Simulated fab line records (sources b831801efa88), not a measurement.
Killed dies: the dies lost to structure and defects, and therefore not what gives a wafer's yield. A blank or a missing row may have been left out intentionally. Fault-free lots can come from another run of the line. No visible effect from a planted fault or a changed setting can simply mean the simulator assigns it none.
fab line records + flow sfq-line
record
- lots=6
- wafers=18
- last-day=77
route steps=325 shown I2@103
lots that met no fault: taken from a fault-free run of the same line
start-h: hours from the record's first day to the start of the lot's first wafer shown + wait-h: time in hours since the lot's previous step + " as in the row above + L1.1+2: one row covering several wafers at once + - either no value or no given start + * or withheld: withheld + < > ~ a bound
route shown NAME@n: a module of which the file shows steps, and the number in the route of the first + usual: average and standard deviation across the fault-free wafers + same: alike in all rows + chamber/n: place in a boat + sites: readings site by site + _std_site: the values' standard deviation + _edge_site: inner sites' mean taken away from outer sites' mean + radius-mm: for every site, how far away it sits from the centre of the wafer + mask NAME#n: copy n + behind: the tool/chamber that last shaped the wafer + hold: why the lot went on hold/how many hours it stayed there/how the hold came to an end + device: which transistor (n, p or np) failed to switch + end of line: tests run on the same wafers once the route is complete + step lacking rows: just its recipe + killed: the dies lost at the first sort to structure and to defects; this is not the yield of the wafer + map: a wafer's dies, x killed, . not, _ none there
set.NAME: the setting as run; set.NAME@STEP: as run at that earlier step + model.NAME: the simulator's own value behind a step, which no gauge read
lots seen at some steps along the route; tables by step, rows by wafer
services: from which hour (start-h, from the record's first day; less than 0 if before it) a tool's chamber was out of use, for how many hours, and why
## steps
# step SFQ_TRILAYER_I2_DEP_PECVD_063
# recipe
- material=SiO2
- temp-c=150
- time-s=111.11
- pressure-torr=2.4
- rf-w=183.3
- precursor=SiH4/N2O
- target-thk-nm=500
# usual
- heater-power-w=77/15
- throttle-valve-pct=24.4/1.1
| lot.wafer | tool     | chamber | start-h | wait-h | heater-power-w | throttle-valve-pct |
|-----------|----------|---------|---------|--------|----------------|--------------------|
| L749.1    | pecvd-02 | 1       | 472.07  | 0.0    | 52             | 26.7               |
| L749.3    | "        | 2       | "       | "      | 105            | 25.9               |
| L749.5    | "        | 0       | "       | "      | 65             | 26.1               |
| L757.2    | pecvd-02 | 2       | 546.36  | 0.0    | 97             | 26.0               |
| L757.4    | "        | 2       | "       | "      | 100            | 25.8               |
| L757.5    | "        | 0       | "       | "      | 74             | 25.8               |
| L764.4    | pecvd-04 | 1       | 606.95  | 0.0    | 75             | 24.6               |
| L764.5    | "        | 0       | "       | "      | 64             | 23.4               |
| L764.6    | "        | 2       | "       | "      | 90             | 23.4               |
| L765.1    | pecvd-03 | 2       | 610.51  | 0.0    | 76             | 24.7               |
| L765.2    | "        | 0       | "       | "      | 104            | 25.2               |
| L765.4    | "        | 0       | "       | "      | 86             | 25.5               |
| L766.4    | pecvd-04 | 1       | 612.95  | 0.0    | 66             | 24.8               |
| L766.5    | "        | 0       | "       | "      | 70             | 23.3               |
| L766.6    | "        | 2       | "       | "      | 85             | 23.6               |
| L770.1    | pecvd-02 | 1       | 644.21  | 0.0    | 57             | 24.7               |
| L770.2    | "        | 0       | "       | "      | 72             | 23.8               |
| L770.3    | "        | 2       | "       | "      | 99             | 23.2               |
# step SFQ_TRILAYER_I2_CMP_CMP_064
# recipe
- material=SiO2
- down-force-psi=3
- platen-rpm=60
- pad-velocity-m-s=0.94248
# usual
- motor-current-A=9.7/0.7
- slurry-flow-ml-min=150.0/0.41
- time-to-endpoint-s=214/8.9
| lot.wafer | tool   | chamber | start-h | wait-h | motor-current-A | slurry-flow-ml-min | time-to-endpoint-s |
|-----------|--------|---------|---------|--------|-----------------|--------------------|--------------------|
| L749.1    | cmp-01 | 2       | 472.80  | 0.7    | 10.0            | 150.2              | 219                |
| L749.3    | "      | 1       | 474.30  | 2.2    | 9.2             | 149.7              | 199                |
| L749.5    | "      | 2       | "       | "      | 10.1            | 150.4              | 219                |
| L757.4    | cmp-02 | 1       | 549.18  | 2.7    | 8.7             | 150.9              | 191                |
| L757.2    | "      | 2       | "       | "      | 10.9            | 149.4              | 207                |
| L757.5    | "      | 0       | 550.68  | 4.2    | 9.6             | 149.6              | 209                |
| L764.4    | cmp-01 | 0       | 614.48  | 7.5    | 9.8             | 149.8              | 226                |
| L764.5    | "      | 3       | 615.98  | 9.0    | 9.3             | 149.7              | 213                |
| L764.6    | "      | 0       | "       | "      | 9.8             | 150.0              | 229                |
| L765.1    | cmp-01 | 2       | 616.98  | 6.4    | 9.7             | 149.6              | 222                |
| L765.2    | "      | 3       | "       | "      | 9.1             | 150.1              | 221                |
| L765.4    | "      | 1       | 618.48  | 7.9    | 9.3             | 150.2              | 220                |
| L766.4    | cmp-01 | 2       | 620.48  | 7.5    | 9.6             | 149.9              | 232                |
| L766.6    | "      | 1       | 621.98  | 9.0    | 9.8             | 150.4              | 218                |
| L766.5    | "      | 2       | "       | "      | 9.3             | 149.4              | 224                |
| L770.1    | cmp-01 | 3       | 655.98  | 11.7   | 9.1             | 149.1              | 206                |
| L770.2    | "      | 1       | 656.98  | 12.7   | 9.4             | 149.8              | 197                |
| L770.3    | "      | 2       | "       | "      | 9.9             | 150.4              | 209                |
# step SFQ_I2_BOW_MEAS_917
# recipe
- mode=bow
# usual
- I2_BOW=0/8.7
| lot.wafer | tool          | chamber | start-h | wait-h | I2_BOW[um] |
|-----------|---------------|---------|---------|--------|------------|
| L749.1    | film-metro-04 | -       | 475.80  | 2.5    | 13         |
| L749.3    | "             | -       | "       | "      | 12         |
| L749.5    | "             | -       | "       | "      | 6          |
| L757.2    | film-metro-04 | -       | 551.20  | 1.0    | 7          |
| L757.4    | "             | -       | "       | "      | 5          |
| L757.5    | "             | -       | "       | "      | 6          |
| L764.4    | film-metro-02 | -       | 617.04  | 2.1    | 5          |
| L764.5    | "             | -       | "       | "      | 1          |
| L764.6    | "             | -       | "       | "      | -2         |
| L765.1    | film-metro-01 | -       | 619.98  | 2.5    | -2         |
| L765.2    | "             | -       | "       | "      | -14        |
| L765.4    | "             | -       | "       | "      | -10        |
| L766.4    | film-metro-04 | -       | 623.04  | 2.1    | -13        |
| L766.5    | "             | -       | "       | "      | -15        |
| L766.6    | "             | -       | "       | "      | -5         |
| L770.1    | film-metro-02 | -       | 658.98  | 2.5    | 5          |
| L770.2    | "             | -       | "       | "      | -13        |
| L770.3    | "             | -       | "       | "      | 10         |
# step SFQ_TRILAYER_I2_METRO_MEASURE_065
# usual
- thk-nm=200.4/1.5
| lot.wafer | tool          | chamber | start-h | wait-h | thk-nm |
|-----------|---------------|---------|---------|--------|--------|
| L749.1    | film-metro-04 | -       | 475.92  | 0.1    | 202.8  |
| L749.3    | "             | -       | "       | "      | 198.8  |
| L749.5    | "             | -       | "       | "      | 202.6  |
| L757.2    | film-metro-04 | -       | 551.50  | 0.3    | 201.4  |
| L757.4    | "             | -       | "       | "      | 199.9  |
| L757.5    | "             | -       | "       | "      | 199.5  |
| L764.4    | film-metro-02 | -       | 617.70  | 0.6    | 201.0  |
| L764.5    | "             | -       | "       | "      | 199.5  |
| L764.6    | "             | -       | "       | "      | 202.4  |
| L765.1    | film-metro-01 | -       | 620.10  | 0.1    | 203.2  |
| L765.2    | "             | -       | "       | "      | 201.4  |
| L765.4    | "             | -       | "       | "      | 200.6  |
| L766.4    | film-metro-04 | -       | 623.70  | 0.6    | 202.7  |
| L766.5    | "             | -       | "       | "      | 201.4  |
| L766.6    | "             | -       | "       | "      | 199.3  |
| L770.1    | film-metro-02 | -       | 659.10  | 0.1    | 198.7  |
| L770.2    | "             | -       | "       | "      | 197.7  |
| L770.3    | "             | -       | "       | "      | 201.6  |
# step SFQ_TRILAYER_I2_VIA_LITHO_COAT_072
# recipe
- resist=BARC
- spin-rpm=3000
- resist-thk-nm=62
# step SFQ_TRILAYER_I2_VIA_LITHO_COAT_067
# recipe
- resist=KrF
- spin-rpm=3000
- resist-thk-nm=650
# step SFQ_TRILAYER_I2_VIA_LITHO_SOFTBAKE_071
# recipe
- temp-c=withheld
- time-s=withheld
- resist=KrF
# step SFQ_TRILAYER_I2_VIA_LITHO_EXPOSE_068
# recipe
- mask-id=I2
- na=0.6
- source-shape=conventional
- sigma-outer=0.65
- target-cd-nm=500
- dose-mj=21.3
# step SFQ_TRILAYER_I2_VIA_LITHO_PEB_070
# recipe
- peb-temp-c=115
- peb-time-s=60
- resist=KrF
# step SFQ_TRILAYER_I2_VIA_LITHO_DEVELOP_069
# recipe
- time-s=60
- resist=KrF
# step SFQ_I2_OVL_MEAS_918
# usual
- I2_OVL=-4/5.9
| lot.wafer | tool       | chamber | start-h | wait-h | I2_OVL[nm] |
|-----------|------------|---------|---------|--------|------------|
| L749.1    | overlay-02 | -       | 540.66  | 0.1    | -7         |
| L749.3    | "          | -       | "       | "      | -2         |
| L749.5    | "          | -       | "       | "      | -7         |
| L757.2    | overlay-02 | -       | 619.22  | 0.1    | 6          |
| L757.4    | "          | -       | "       | "      | 1          |
| L757.5    | "          | -       | "       | "      | 2          |
| L764.4    | overlay-02 | -       | 694.05  | 0.1    | -5         |
| L764.5    | "          | -       | "       | "      | -4         |
| L764.6    | "          | -       | "       | "      | -2         |
| L765.1    | overlay-02 | -       | 697.63  | 0.1    | -4         |
| L765.2    | "          | -       | "       | "      | -2         |
| L765.4    | "          | -       | "       | "      | 0          |
| L766.4    | overlay-02 | -       | 702.45  | 0.1    | -2         |
| L766.5    | "          | -       | "       | "      | -12        |
| L766.6    | "          | -       | "       | "      | -4         |
| L770.1    | overlay-01 | -       | 742.03  | 0.1    | 10         |
| L770.2    | "          | -       | "       | "      | -7         |
| L770.3    | "          | -       | "       | "      | 8          |
# step SFQ_TRILAYER_I2_VIA_BARC_OPEN_VIA_ETCH_096
# recipe
- mask-material=PR
- chemistry=O2
- target-depth-nm=125
- target=BARC
- source-w=500
- bias-w=80
- pressure-mtorr=30
- time-s=41.7
# usual
- bias-w=80.01/0.25
- drypump-motor-current-A=5.7/0.37
- oes-product-au=0.686/0.0046
| lot.wafer | tool        | chamber | start-h | wait-h | bias-w | drypump-motor-current-A | oes-product-au | rf-hours-counter-h |
|-----------|-------------|---------|---------|--------|--------|-------------------------|----------------|--------------------|
| L749.1    | rie-diel-01 | 0       | 540.69  | 0.0    | 80.10  | 4.8                     | 0.686          | 3                  |
| L749.3    | "           | 1       | "       | "      | 79.46  | 5.8                     | 0.682          | 61                 |
| L749.5    | "           | 3       | "       | "      | 80.02  | 5.8                     | 0.678          | -                  |
| L757.2    | rie-diel-04 | 2       | 619.25  | 0.0    | 80.01  | 5.9                     | 0.689          | 15                 |
| L757.4    | "           | 1       | "       | "      | 80.17  | 5.8                     | 0.687          | 3                  |
| L757.5    | "           | 3       | "       | "      | 80.00  | 5.8                     | 0.684          | -                  |
| L764.4    | rie-diel-01 | 0       | 694.07  | 0.0    | 79.72  | 4.8                     | 0.683          | 6                  |
| L764.5    | "           | 2       | "       | "      | 80.07  | 6.1                     | 0.691          | -                  |
| L764.6    | "           | 3       | "       | "      | 80.03  | 5.7                     | 0.683          | -                  |
| L765.1    | rie-diel-03 | 2       | 697.67  | 0.0    | 79.86  | 5.9                     | 0.686          | 6                  |
| L765.2    | "           | 1       | "       | "      | 79.85  | 6.1                     | 0.683          | 57                 |
| L765.4    | "           | 3       | "       | "      | 80.02  | 5.2                     | 0.685          | 4                  |
| L766.4    | rie-diel-01 | 2       | 702.47  | 0.0    | 79.89  | 6.1                     | 0.691          | 4                  |
| L766.5    | "           | 0       | "       | "      | 79.54  | 4.8                     | 0.684          | -                  |
| L766.6    | "           | 3       | "       | "      | 79.92  | 5.8                     | 0.681          | -                  |
| L770.1    | rie-diel-04 | 3       | 742.07  | 0.0    | 79.87  | 5.8                     | 0.682          | 4                  |
| L770.2    | "           | 1       | "       | "      | 79.69  | 5.8                     | 0.686          | 5                  |
| L770.3    | "           | 0       | "       | "      | 80.01  | 5.7                     | 0.696          | 3                  |
# step SFQ_TRILAYER_I2_VIA_ETCH_VIA_ETCH_070
# recipe
- target=SiO2
- stop-on=Nb
- mask-material=PR
- taper-deg=20
- chemistry=CHF3
- target-depth-nm=260
- source-w=500
- bias-w=80
- pressure-mtorr=30
- time-s=withheld
# usual
- bias-w=80.02/0.25
- drypump-motor-current-A=5.7/0.37
- oes-product-au=0.856/0.0056
| lot.wafer | tool        | chamber | start-h | wait-h | bias-w | drypump-motor-current-A | oes-product-au |
|-----------|-------------|---------|---------|--------|--------|-------------------------|----------------|
| L749.1    | rie-diel-01 | 0       | 540.73  | 0.0    | 80.39  | 4.8                     | 0.858          |
| L749.3    | "           | 1       | "       | "      | 79.85  | 5.9                     | 0.852          |
| L749.5    | "           | 3       | "       | "      | 80.31  | 5.7                     | 0.849          |
| L757.2    | rie-diel-04 | 2       | 619.29  | 0.0    | 80.13  | 5.9                     | 0.846          |
| L757.4    | "           | 1       | "       | "      | 80.57  | 5.8                     | 0.852          |
| L757.5    | "           | 3       | "       | "      | 80.06  | 5.8                     | 0.850          |
| L764.4    | rie-diel-01 | 0       | 694.11  | 0.0    | 76.53  | 4.8                     | 0.851          |
| L764.5    | "           | 2       | "       | "      | 76.14  | 6.1                     | 0.862          |
| L764.6    | "           | 3       | "       | "      | 76.73  | 5.7                     | 0.865          |
| L765.1    | rie-diel-03 | 2       | 697.71  | 0.0    | 80.12  | 5.9                     | 0.863          |
| L765.2    | "           | 1       | "       | "      | 80.20  | 6.1                     | 0.864          |
| L765.4    | "           | 3       | "       | "      | 79.59  | 5.2                     | 0.858          |
| L766.4    | rie-diel-01 | 2       | 702.51  | 0.0    | 76.46  | 6.1                     | 0.862          |
| L766.5    | "           | 0       | "       | "      | 76.75  | 4.8                     | 0.859          |
| L766.6    | "           | 3       | "       | "      | 76.91  | 5.7                     | 0.855          |
| L770.1    | rie-diel-04 | 3       | 742.11  | 0.0    | 80.05  | 5.8                     | 0.852          |
| L770.2    | "           | 1       | "       | "      | 79.77  | 5.8                     | 0.856          |
| L770.3    | "           | 0       | "       | "      | 80.56  | 5.7                     | 0.858          |
# step SFQ_TRILAYER_I2_VIA_STRIP_STRIP_071
# recipe
- gas=O2
- power-w=200
- platen-temp-c=40
- overash-fraction=0.65
- chemistry=O2
- pressure-mtorr=50
# usual
- drypump-motor-current-A=5.6/0.48
- oes-product-au=1.002/0.0082
| lot.wafer | tool         | chamber | start-h | wait-h | drypump-motor-current-A | oes-product-au | rf-hours-counter-h |
|-----------|--------------|---------|---------|--------|-------------------------|----------------|--------------------|
| L749.1    | rie-metal-01 | 0       | 540.84  | -      | 5.0                     | 1.011          | 85                 |
| L749.3    | "            | 1       | "       | "      | 5.8                     | 0.999          | -                  |
| L749.5    | "            | 1       | "       | "      | 5.8                     | 1.009          | -                  |
| L757.2    | rie-metal-01 | 1       | 619.40  | -      | 5.8                     | 1.001          | 86                 |
| L757.4    | "            | 1       | "       | "      | 5.9                     | 1.007          | -                  |
| L757.5    | "            | 1       | "       | "      | 5.9                     | 0.984          | -                  |
| L764.4    | rie-metal-01 | 1       | 694.42  | -      | 5.9                     | 1.005          | -                  |
| L764.5    | "            | 0       | "       | "      | 5.0                     | 1.002          | -                  |
| L764.6    | "            | 1       | "       | "      | 5.8                     | 1.002          | -                  |
| L765.1    | rie-metal-03 | 0       | 697.82  | -      | 5.1                     | 1.007          | 39                 |
| L765.2    | "            | 1       | "       | "      | 5.3                     | 1.011          | 28                 |
| L765.4    | "            | 0       | "       | "      | 5.1                     | 1.016          | -                  |
| L766.4    | rie-metal-02 | 0       | 702.82  | -      | 6.4                     | 1.020          | -                  |
| L766.5    | "            | 1       | "       | "      | 5.6                     | 0.990          | -                  |
| L766.6    | "            | 0       | "       | "      | 6.4                     | 1.008          | -                  |
| L770.1    | rie-metal-01 | 1       | 742.22  | -      | 5.8                     | 1.004          | 108                |
| L770.2    | "            | 0       | "       | "      | 5.0                     | 0.996          | 123                |
| L770.3    | "            | 0       | "       | "      | 5.0                     | 1.005          | -                  |
## services
| tool          | chamber | start-h | hours | kind   |
|---------------|---------|---------|-------|--------|
| rie-metal-01  | -       | 469.53  | 2.8   | pm     |
| pecvd-04      | -       | 480.84  | 0.4   | repair |
| cmp-01        | -       | 504.96  | 0.8   | repair |
| film-metro-04 | -       | 506.24  | 0.4   | pm     |
| rie-diel-01   | 2       | 513.16  | 1.2   | repair |
| film-metro-04 | -       | 513.65  | 6.9   | pm     |
| pecvd-02      | -       | 519.55  | 5.5   | pm     |
| rie-diel-04   | -       | 520.66  | 1.1   | repair |
| pecvd-02      | 2       | 529.87  | 5.3   | repair |
| pecvd-02      | 2       | 551.86  | 4.4   | repair |
| film-metro-04 | -       | 558.89  | 1.7   | pm     |
| pecvd-02      | -       | 563.75  | 14.0  | pm     |
| rie-diel-04   | 2       | 568.82  | 7.0   | repair |
| cmp-01        | -       | 578.59  | 0.9   | repair |
| cmp-01        | -       | 595.73  | 6.0   | pm     |
| rie-diel-04   | 0       | 596.79  | 15.6  | repair |
| rie-diel-04   | -       | 597.56  | 1.9   | repair |
| film-metro-04 | -       | 646.81  | 0.2   | pm     |
| rie-metal-01  | 1       | 646.93  | 4.7   | repair |
| rie-diel-04   | 0       | 672.18  | 18.7  | repair |
| cmp-01        | -       | 679.81  | 0.7   | repair |
| film-metro-04 | -       | 681.09  | 25.6  | repair |
| rie-diel-01   | -       | 706.52  | 2.8   | pm     |
| pecvd-02      | 2       | 724.38  | 23.2  | repair |
## key
first-sign
- step=SFQ_TRILAYER_I2_VIA_ETCH_VIA_ETCH_070
- reading=bias-w
- direction=down
- sigmas=14
- usual=80.02
- struck=76.59
effect none on later readings
met-at SFQ_TRILAYER_I2_VIA_ETCH_VIA_ETCH_070
struck-wafers L764.4,L764.5,L764.6,L766.4,L766.5,L766.6
onset-between 540.73 694.11
fault
- kind=process-parameter-drift
- tool=rie-diel-01
- chamber=-
- onset-h=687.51
- steps=SFQ_TRILAYER_I2_VIA_ETCH_VIA_ETCH_070
- channel=bias-w
- offset=-3.3291
- shape=step
- end-h=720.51
- acts-in=these-recipes-only
- stated=80
